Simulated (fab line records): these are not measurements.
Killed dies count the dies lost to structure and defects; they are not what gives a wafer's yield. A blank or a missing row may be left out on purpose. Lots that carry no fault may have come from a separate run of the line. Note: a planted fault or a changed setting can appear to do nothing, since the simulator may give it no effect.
Matching of chambers    flow sfq_line    SFQ_TRILAYER_I0_VIA_BARC_OPEN_VIA_ETCH_046 on rie_diel-01: 4 sister chambers
The step etches BARC in O2, target depth 125 nm, time 41.7 s. 18 wafers are shown with their chamber, then 9 later ones without.

## WAFERS, EACH WITH ITS CHAMBER
wafer   chamber  drypump_motor_current_A (A)  run_length_s (s)  bias_w (W)
L135.1  2        6.1                          69.2              80.25
L135.3  0        4.7                          69.8              79.79
L135.6  3        5.8                          69.5              80.01
L136.1  3        5.7                          69.7              79.81
L136.2  1        5.8                          70.1              79.71
L136.6  2        6.1                          69.1              80.21
L140.1  0        4.8                          69.9              79.90
L140.2  1        5.8                          70.0              79.95
L140.6  3        5.7                          69.4              79.60
L141.3  1        5.8                          70.0              79.99
L141.4  2        6.1                          69.4              79.96
L141.5  0        4.8                          70.4              80.19
L142.1  1        5.8                          70.1              80.01
L142.3  3        5.8                          69.9              80.49
L142.6  0        4.8                          69.8              79.95
L143.3  2        6.1                          69.3              79.81
L143.5  1        5.8                          70.0              80.12
L143.6  2        6.1                          69.1              80.07

SIGNATURES (averages over the wafers above)
reading                  chamber 0  chamber 1  chamber 2  chamber 3  scatter within a chamber
drypump_motor_current_A  4.775      5.800      6.100      5.750      0.0354
run_length_s             69.975     70.040     69.220     69.625     0.184
bias_w                   79.9575    79.9560    80.0600    79.9775    0.23
Rule: for a wafer and a chamber, the distance is found by dividing, reading by reading, the gap between the wafer's reading and the chamber's mean by the reading's scatter, squaring, summing and taking the root. If the next closest chamber is less than 2 further off than the closest, the wafer can't be placed; otherwise it belongs to the closest. How the scatter is found: for the shown wafers, subtract from each reading the mean of its chamber, square and add these, divide the total by (wafers less chambers), then take the root.

## WAFERS WHOSE CHAMBER IS MISSING
wafer   drypump_motor_current_A (A)  run_length_s (s)  bias_w (W)
L145.2  4.8                          69.9              80.16
L145.5  4.8                          69.8              80.23
L145.6  6.1                          69.2              80.23
L148.1  6.1                          69.7              80.21
L148.4  5.7                          69.6              80.07
L148.5  4.8                          69.9              79.84
L151.1  6.1                          69.2              80.13
L152.1  5.8                          69.4              80.08
L155.4  5.8                          69.7              79.69

## EACH ONE'S CHAMBER
wafer   from the rows above      in truth
L145.2  0                        0
L145.5  0                        0
L145.6  2                        2
L148.1  2                        2
L148.4  3                        3
L148.5  0                        0
L151.1  2                        2
L152.1  can't be placed: 3 or 1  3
L155.4  can't be placed: 3 or 1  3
Placed correctly: 7 of 9. Can't be placed from these rows: 2 (the true chamber is among the candidates in 2). Number placed wrongly: 0.
